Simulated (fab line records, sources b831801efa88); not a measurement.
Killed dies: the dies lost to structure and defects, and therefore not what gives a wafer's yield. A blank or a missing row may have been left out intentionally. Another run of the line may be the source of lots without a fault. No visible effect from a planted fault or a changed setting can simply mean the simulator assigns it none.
Chamber matching    flow sky130    SKY_VIA4_CMP_02 on cmp-02: 4 sister chambers
The step polishes SiO2. 4 wafers are shown with their chamber, then 11 later ones without.

EACH WAFER AND ITS CHAMBER
wafer   chamber  motor_current_A (A)
L737.1  2        12.1
L738.3  3        12.0
L738.4  1        11.6
L740.3  0        12.0

WAFERS WITHOUT THEIR CHAMBER
wafer   motor_current_A (A)
L740.5  11.4
L740.6  11.6
L741.1  12.0
L741.5  12.1
L741.6  11.3
L742.2  11.3
L742.5  11.4
L742.6  11.7
L743.1  11.6
L743.5  11.4
L743.6  11.7

WHICH CHAMBER EACH ONE RAN IN
wafer    from the rows above                 in truth
L740.5   1                                   1
L740.6   1                                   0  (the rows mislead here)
L741.1   can't be placed: 0 or 3 or 2        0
L741.5   can't be placed: 2 or 0 or 3        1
L741.6   1                                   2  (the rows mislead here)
L742.2   1                                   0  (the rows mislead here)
L742.5   1                                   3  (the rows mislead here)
L742.6   can't be placed: 1 or 0 or 3 or 2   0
L743.1   1                                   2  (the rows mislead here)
L743.5   1                                   1
L743.6   can't be placed: 1 or 0 or 3 or 2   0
Correctly placed: 2 of 11. Cannot be placed on the basis of these rows: 4; the candidates contain the true chamber in 3. Wrongly placed: 5.
How it was worked out, from the rows above alone: a wafer's distance from a chamber is the root of the sum, over the readings, of the square of ((its reading less the chamber's mean) divided by the reading's scatter). The wafer belongs to the nearest chamber; if the next one is less than 2 further off, it can't be placed. Each chamber's mean is taken over the wafers shown for it. The scatter: root of mean squared gap, hidden wafer to nearest shown wafer, with one shown wafer a chamber.
